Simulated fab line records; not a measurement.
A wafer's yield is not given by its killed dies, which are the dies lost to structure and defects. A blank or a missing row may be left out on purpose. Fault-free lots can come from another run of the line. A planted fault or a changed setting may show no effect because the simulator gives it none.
A struck lot beside a sound one | flow sfq line | 41 out of 325 route steps
Sound: the wafers L568.1, L568.2, L568.3. Struck: wafers L579.2, L579.5 (left out: L579.6, a lot-mate that was not struck); the cause follows at the end.
Per side, at each step with rows, come the tool, then ch with its chambers, and then its first start. Under that, the readings that differ: sound wafers | struck wafers | difference of the means | sigmas: that difference in standard deviations of wafers without a fault.
alike: readings with means less than 2 such deviations apart, plus words and numbers identical on both sides. not compared: withheld readings, readings lacking a value on some wafer, bounds such as >300 that could conceal the same value, and numbers that have no deviation in the record and whose values overlap.
A row with sigmas, a row that says differs or no value, or rows on one side alone: a step with any of these is where the two part. Numbers that don't overlap but have no deviation are shown without sigmas and don't part them. A reading missing from all wafers of one side parts the sides only when that side holds two or more wafers.

first, 6 steps without rows for these wafers: SFQ_TRILAYER_I3_VIA_LITHO_COAT_090 (resist thk 62 nm); SFQ_TRILAYER_I3_VIA_LITHO_COAT_085 (resist thk 650 nm); SFQ_TRILAYER_I3_VIA_LITHO_SOFTBAKE_089; SFQ_TRILAYER_I3_VIA_LITHO_EXPOSE_086 (exposes mask I3, target cd 500 nm); SFQ_TRILAYER_I3_VIA_LITHO_PEB_088 (peb time 60 s); SFQ_TRILAYER_I3_VIA_LITHO_DEVELOP_087 (time 60 s).
SFQ_I3_OVL_MEAS_923:
  struck on overlay-02, day 54 23:34; sound on overlay-01, day 50 21:18
  alike: I3_OVL
SFQ_TRILAYER_I3_VIA_BARC_OPEN_VIA_ETCH_121: etches BARC in O2, target depth 125 nm, time 41.7 s.
  sound on rie diel-03 ch 1,2,3, day 50 21:20; struck on rie diel-02 ch 0, day 54 23:35
  reading            | sound             | struck      | difference | sigmas
  rf fwd power W (W) | 497.2 495.0 498.6 | 489.5 491.4 | -6.5       | -3
  alike: drypump motor current A, oes product au
  not compared: rf hours counter h
then, 4 steps without rows for these wafers: SFQ_TRILAYER_I3_VIA_ETCH_VIA_ETCH_088 (etches SiO2 in CHF3, stops on Nb, target depth 260 nm); SFQ_TRILAYER_I3_VIA_STRIP_STRIP_089 (strips in O2); SFQ_TRILAYER_I3_VIA_STRIP_SOLV_CLEAN_090 (cleans in NMP, time 600 s); SFQ_TRILAYER_M4_DEP_PRE_CLEAN_092 (time 22.5 s).
SFQ_TRILAYER_M4_DEP_SPUTTER_091: material Nb, target thk 200 nm, time 133.3 s.
  struck on pvd sputter-04, day 55 00:33; sound on pvd sputter-04, day 50 22:18
  reading                                             | sound             | struck      | difference | sigmas
  model.Nb_of_TRILAYER_M4_DEP_SPUTTER_091.thk nm (nm) | 195.3 199.2 198.8 | 116.8 118.7 | -80.0      |
  alike: throttle valve pct
SFQ_M4_RS_MEAS_924: uses a four-point probe to measure.
  struck on film metro-03, day 55 00:57; sound on film metro-03, day 50 22:23
  reading           | sound             | struck      | difference | sigmas
  M4_NB_RS (ohm/sq) | 0.913 0.895 0.898 | 1.536 1.514 | +0.623     | +48
  not compared: hold
then, 5 steps without rows for these wafers: SFQ_TRILAYER_M4_LITHO_COAT_093 (resist thk 600 nm); SFQ_TRILAYER_M4_LITHO_SOFTBAKE_097; SFQ_TRILAYER_M4_LITHO_EXPOSE_094 (exposes mask M4, target cd 500 nm); SFQ_TRILAYER_M4_LITHO_PEB_096 (peb time 60 s); SFQ_TRILAYER_M4_LITHO_DEVELOP_095 (time 60 s).
-- the record jumps here: 5 days lie between the struck wafers' starts before and after --
SFQ_M4_OVL_MEAS_926:
  struck on overlay-01, day 60 03:48; sound on overlay-01, day 56 08:29
  alike: M4_OVL
then, 1 step without rows for these wafers: SFQ_TRILAYER_M4_BARC_OPEN_METAL_ETCH_123 (etches BARC in O2, target depth 125 nm, time 41.7 s).
SFQ_TRILAYER_M4_ETCH_METAL_ETCH_096: etches Nb in Cl2/Ar, stops on SiO2, target depth 240 nm, time 120 s.
  sound on rie metal-02 ch 0,1, day 56 08:35; struck on rie metal-02 ch 0, day 60 03:53
  reading               | sound             | struck      | difference | sigmas
  oes product au (a.u.) | 0.873 0.896 0.892 | 0.688 0.680 | -0.203     | -24
  alike: drypump motor current A, rf fwd power W
  not compared: rf hours counter h
then, 2 steps without rows for these wafers: SFQ_TRILAYER_M4_STRIP_STRIP_097 (strips in O2); SFQ_TRILAYER_M4_STRIP_SOLV_CLEAN_098 (cleans in NMP, time 600 s).
SFQ_TRILAYER_I4_DEP_PECVD_099: deposits SiO2 from SiH4/N2O, time 111.11 s, target thk 500 nm.
  sound on pecvd-04 ch 0,1,2, day 56 09:30; struck on pecvd-01 ch 1,2, day 60 04:47
  alike: heater power w, rf fwd power W, throttle valve pct
SFQ_TRILAYER_I4_CMP_CMP_100: polishes SiO2.
  sound on cmp-01 ch 0,1,3, day 56 10:05; struck on cmp-02 ch 1, day 60 04:55
  alike: motor current A, time to endpoint s
SFQ_I4_BOW_MEAS_927:
  struck on film metro-02, day 60 07:56; sound on film metro-04, day 56 12:35
  alike: I4_BOW
then, 7 steps without rows for these wafers: SFQ_TRILAYER_I4_METRO_MEASURE_101; SFQ_TRILAYER_I4_VIA_LITHO_COAT_108 (resist thk 62 nm); SFQ_TRILAYER_I4_VIA_LITHO_COAT_103 (resist thk 650 nm); SFQ_TRILAYER_I4_VIA_LITHO_SOFTBAKE_107; SFQ_TRILAYER_I4_VIA_LITHO_EXPOSE_104 (exposes mask I4, target cd 700 nm); SFQ_TRILAYER_I4_VIA_LITHO_PEB_106 (peb time 60 s); SFQ_TRILAYER_I4_VIA_LITHO_DEVELOP_105 (time 60 s).
-- the record jumps here: 5 days lie between the struck wafers' starts before and after --
SFQ_I4_OVL_MEAS_928:
  struck on overlay-01, day 65 05:36; sound on overlay-01, day 56 21:20
  alike: I4_OVL
SFQ_TRILAYER_I4_VIA_BARC_OPEN_VIA_ETCH_146: etches BARC in O2, target depth 125 nm, time 41.7 s.
  sound on rie diel-04 ch 0,1,3, day 56 21:23; struck on rie diel-01 ch 1, day 65 05:38
  alike: drypump motor current A, oes product au, rf fwd power W
  not compared: rf hours counter h
SFQ_TRILAYER_I4_VIA_ETCH_VIA_ETCH_106: etches SiO2 in CHF3, stops on Nb, target depth 260 nm.
  sound on rie diel-04 ch 0,1,3, day 56 21:25; struck on rie diel-01 ch 1, day 65 05:40
  alike: drypump motor current A, oes product au, rf fwd power W
then, 3 steps without rows for these wafers: SFQ_TRILAYER_I4_VIA_STRIP_STRIP_107 (strips in O2); SFQ_TRILAYER_I4_VIA_STRIP_SOLV_CLEAN_108 (cleans in NMP, time 600 s); SFQ_TRILAYER_JJ_TRILAYER_DEP_PRE_CLEAN_113 (time 22.5 s).
-- the record jumps here: 27 days lie between the struck wafers' starts before and after --
SFQ_M8_BOW_MEAS_951:
  struck on film metro-04, day 91 19:37; sound on film metro-02, day 74 03:59
  reading                 | sound                | struck      | difference | sigmas
  M8_BOW (um)             | 13 14 28             | 1 -3        | -19        | -2
  model.etest.m4.ohm um   | 1.839 1.81 1.815     | 3.082 3.031 | +1.235     |
  model.etest.i3.link ohm | 1.984 1.974 1.967    | 2.733 2.703 | +0.743     |
  model.etest.m4.ohm sq   | 0.9115 0.8938 0.8957 | 1.524 1.5   | +0.612     |
  model.etest.i4.link ohm | 2.199 2.198 2.18     | 2.802 2.785 | +0.601     |

## WHERE THEY PART
At SFQ_TRILAYER_I3_VIA_BARC_OPEN_VIA_ETCH_121 first; at SFQ_M8_BOW_MEAS_951 last (within this record only).

WHY: what the simulator had put in
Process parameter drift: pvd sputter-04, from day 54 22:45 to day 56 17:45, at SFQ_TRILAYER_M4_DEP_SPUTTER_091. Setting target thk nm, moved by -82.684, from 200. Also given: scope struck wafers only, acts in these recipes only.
